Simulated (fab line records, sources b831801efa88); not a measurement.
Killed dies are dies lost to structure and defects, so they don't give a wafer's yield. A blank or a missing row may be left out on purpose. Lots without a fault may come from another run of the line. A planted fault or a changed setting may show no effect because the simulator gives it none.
Which tool did it? | flow gf180mcu | 24 lots, 72 wafers sampled, at 4 steps of a route of 602

WHAT THE GAUGES READ, wafer by wafer
GF_V2_BOW_MEAS_05. Usual: V2_BOW 100 um, standard deviation 8.3.
lot  | measured     | on            | V2_BOW (um) | flag
L074 | day 18 13:04 | film_metro-02 | 112 108 105 |
L075 | day 19 07:52 | film_metro-03 | 95 91 86    |
L076 | day 19 11:39 | film_metro-02 | 102 97 107  |
L077 | day 20 06:36 | film_metro-01 | 99 100 96   |
L079 | day 21 05:22 | film_metro-01 | 91 89 95    |
L078 | day 21 06:09 | film_metro-02 | 91 108 100  |
L080 | day 21 21:11 | film_metro-03 | 95 99 92    |
L081 | day 21 22:52 | film_metro-01 | 87 94 88    |
L082 | day 22 21:17 | film_metro-02 | 116 113 105 |
L083 | day 23 05:53 | film_metro-03 | 103 102 99  |
L084 | day 23 15:49 | film_metro-02 | 105 109 109 |
L085 | day 23 17:04 | film_metro-03 | 97 109 92   |
L086 | day 24 05:03 | film_metro-03 | 92 83 91    |
L088 | day 24 12:48 | film_metro-01 | 113 96 111  |
L087 | day 24 14:54 | film_metro-01 | 111 90 86   |
L089 | day 25 02:29 | film_metro-01 | 99 96 97    |
L090 | day 25 03:28 | film_metro-01 | 97 107 98   |
L091 | day 25 10:24 | film_metro-01 | 103 93 98   |
L092 | day 25 18:04 | film_metro-03 | 103 105 82  |
L093 | day 25 22:23 | film_metro-02 | 96 108 108  |
L094 | day 26 03:52 | film_metro-03 | 78 104 105  |
L095 | day 26 07:11 | film_metro-02 | 92 101 91   |
L096 | day 26 14:09 | film_metro-03 | 99 97 98    |
L097 | day 26 21:38 | film_metro-01 | 105 102 114 |

GF_M3_OVL_MEAS_15. Usual: M3_OVL 0 nm, standard deviation 6.2.
lot  | measured     | on         | M3_OVL (nm) | flag
L074 | day 20 16:37 | overlay-01 | -8 -3 -5    |
L075 | day 21 11:10 | overlay-01 | 7 -2 2      |
L076 | day 21 15:11 | overlay-01 | 2 -4 -3     |
L077 | day 22 08:05 | overlay-02 | 2 -2 3      |
L079 | day 23 05:52 | overlay-01 | 2 -3 1      |
L078 | day 23 07:25 | overlay-02 | -10 -9 -5   |
L080 | day 23 20:13 | overlay-01 | 8 8 2       |
L081 | day 23 22:13 | overlay-02 | -12 -15 -6  |
L082 | day 24 19:46 | overlay-01 | -4 -12 -2   |
L083 | day 25 03:04 | overlay-02 | -2 0 -2     |
L084 | day 25 12:55 | overlay-01 | -3 -9 -5    |
L085 | day 25 14:12 | overlay-02 | -6 -12 -4   |
L086 | day 26 01:36 | overlay-01 | 11 12 5     |
L088 | day 26 09:46 | overlay-01 | -1 -9 -7    |
L087 | day 26 11:37 | overlay-01 | 3 2 7       |
L089 | day 26 22:15 | overlay-01 | 9 7 6       |
L090 | day 26 22:57 | overlay-01 | 2 7 3       |
L091 | day 27 06:14 | overlay-01 | 3 -5 -4     |
L092 | day 27 12:52 | overlay-02 | -4 -2 4     |
L093 | day 27 16:59 | overlay-01 | 7 4 9       |
L094 | day 27 21:57 | overlay-02 | -4 -1 2     |
L095 | day 28 01:19 | overlay-01 | 4 2 0       |
L096 | day 28 07:22 | overlay-01 | 6 8 2       |
L097 | day 28 14:52 | overlay-02 | 0 -5 0      |

GF_M4_RS_MEAS_05: measures by four-point-probe. Usual: M4_ALCU_RS 0.0693 ohm/sq, standard deviation 0.00079.
lot  | measured     | on            | M4_ALCU_RS (ohm/sq)  | flag
L074 | day 21 19:56 | film_metro-03 | 0.0691 0.0694 0.0701 |
L075 | day 22 14:40 | film_metro-03 | 0.0691 0.0685 0.0691 |
L076 | day 22 18:10 | film_metro-03 | 0.0702 0.0691 0.0692 |
L077 | day 23 10:00 | film_metro-04 | 0.0689 0.0680 0.0679 |
L079 | day 24 07:29 | film_metro-04 | 0.0692 0.0698 0.0699 |
L078 | day 24 08:47 | film_metro-03 | 0.0692 0.0698 0.0695 |
L080 | day 24 21:43 | film_metro-03 | 0.0702 0.0711 0.0698 |
L081 | day 24 22:58 | film_metro-01 | 0.0705 0.0708 0.0709 |
L082 | day 25 19:58 | film_metro-01 | 0.0686 0.0685 0.0686 |
L083 | day 26 03:35 | film_metro-04 | 0.0686 0.0675 0.0678 |
L084 | day 26 12:41 | film_metro-03 | 0.0692 0.0684 0.0696 |
L085 | day 26 14:45 | film_metro-04 | 0.0688 0.0690 0.0691 |
L086 | day 27 00:56 | film_metro-01 | 0.0695 0.0690 0.0699 |
L088 | day 27 08:52 | film_metro-04 | 0.0696 0.0701 0.0701 |
L087 | day 27 10:54 | film_metro-03 | 0.0681 0.0690 0.0685 |
L089 | day 27 21:29 | film_metro-01 | 0.0696 0.0694 0.0702 |
L090 | day 27 22:12 | film_metro-04 | 0.0698 0.0692 0.0703 |
L091 | day 28 06:26 | film_metro-01 | 0.0685 0.0682 0.0686 |
L092 | day 28 11:54 | film_metro-03 | 0.0692 0.0696 0.0689 |
L093 | day 28 15:50 | film_metro-03 | 0.0701 0.0700 0.0697 |
L094 | day 28 20:52 | film_metro-01 | 0.0695 0.0699 0.0693 |
L095 | day 28 23:23 | film_metro-03 | 0.0696 0.0697 0.0703 |
L096 | day 29 05:57 | film_metro-04 | 0.0684 0.0692 0.0677 |
L097 | day 29 13:55 | film_metro-04 | 0.0685 0.0684 0.0683 |

WHICH TOOL RAN EACH LOT (tool, then ch and the chambers of the sampled wafers, then the start)
lot  | GF_V3_STRIP_18
L074 | plasma_asher-02 ch 1, day 21 18:25
L075 | plasma_asher-01 ch 0,1, day 22 13:12
L076 | plasma_asher-03 ch 0,1, day 22 16:34
L077 | plasma_asher-03 ch 0,1, day 23 08:14
L079 | plasma_asher-03 ch 0,1, day 24 06:02
L078 | plasma_asher-03 ch 0,1, day 24 07:20
L080 | plasma_asher-02 ch 0,1, day 24 20:02
L081 | plasma_asher-01 ch 0,1, day 24 21:29
L082 | plasma_asher-02 ch 0,1, day 25 18:28
L083 | plasma_asher-03 ch 0,1, day 26 02:07
L084 | plasma_asher-01 ch 0,1, day 26 11:11
L085 | plasma_asher-01 ch 0,1, day 26 13:16
L086 | plasma_asher-03 ch 0,1, day 26 23:28
L088 | plasma_asher-02 ch 0,1, day 27 07:05
L087 | plasma_asher-01 ch 0,1, day 27 09:26
L089 | plasma_asher-01 ch 0,1, day 27 19:58
L090 | plasma_asher-03 ch 1, day 27 20:44
L091 | plasma_asher-03 ch 0,1, day 28 04:47
L092 | plasma_asher-03 ch 0,1, day 28 10:25
L093 | plasma_asher-01 ch 0,1, day 28 14:11
L094 | plasma_asher-01 ch 0,1, day 28 19:23
L095 | plasma_asher-03 ch 1, day 28 21:56
L096 | plasma_asher-02 ch 0,1, day 29 04:29
L097 | plasma_asher-01 ch 0,1, day 29 12:28
- GF_V3_STRIP_18: strips in O2/N2.

WHAT THE TOOLS THEMSELVES READ (means of the sampled wafers that have a number; where no wafer has one, the mark that the record gives instead)
GF_V3_STRIP_18. Usual: drypump_motor_current_A 5.55 A, standard deviation 0.23; heater_power_w 345 W, standard deviation 22; oes_product_au 0.592 a.u., standard deviation 0.0045.
lot  | tool            | drypump_motor_current_A (A) | heater_power_w (W) | oes_product_au (a.u.) | flag
L074 | plasma_asher-02 | 5.58                        | 335                | 0.595                 |
L075 | plasma_asher-01 | 5.31                        | 321                | 0.596                 |
L076 | plasma_asher-03 | 5.64                        | 362                | 0.592                 |
L077 | plasma_asher-03 | 5.68                        | 369                | 0.595                 |
L079 | plasma_asher-03 | 5.67                        | 372                | 0.591                 |
L078 | plasma_asher-03 | 5.69                        | 368                | 0.596                 |
L080 | plasma_asher-02 | 5.70                        | 334                | 0.594                 |
L081 | plasma_asher-01 | 5.27                        | 327                | 0.593                 |
L082 | plasma_asher-02 | 5.72                        | 336                | 0.594                 |
L083 | plasma_asher-03 | 5.68                        | 370                | 0.589                 |
L084 | plasma_asher-01 | 5.30                        | 324                | 0.588                 |
L085 | plasma_asher-01 | 5.30                        | 320                | 0.591                 |
L086 | plasma_asher-03 | 5.63                        | 373                | 0.592                 |
L088 | plasma_asher-02 | 5.69                        | 334                | 0.589                 |
L087 | plasma_asher-01 | 5.29                        | 332                | 0.591                 |
L089 | plasma_asher-01 | 5.32                        | 326                | 0.586                 |
L090 | plasma_asher-03 | 5.58                        | 379                | 0.596                 |
L091 | plasma_asher-03 | 5.69                        | 365                | 0.591                 |
L092 | plasma_asher-03 | 5.64                        | 369                | 0.596                 |
L093 | plasma_asher-01 | 5.28                        | 328                | 0.596                 |
L094 | plasma_asher-01 | 5.29                        | 330                | 0.592                 |
L095 | plasma_asher-03 | 5.58                        | 376                | 0.592                 |
L096 | plasma_asher-02 | 5.87                        | 334                | 0.594                 |
L097 | plasma_asher-01 | 5.30                        | 325                | 0.589                 |

THE ANSWER, worked out from the rows above alone
Rule: a lot is off if the mean of its wafers that have a number lies more than 3 standard deviations from the usual mean. A lot without any number at a reading at which 4 lots or more have one is off too. The other lots that the step has rows for count as sound. The gauges are gone through in route order, then the tools' own readings, and for those a lot's mean is taken as printed above. The first step at which some lot is off is used, and at that step the reading that is off furthest; a lot without a number counts as furthest.
No lot is off at any reading shown: from this, nothing can be told.

WHAT THE SIMULATOR HAD PUT IN
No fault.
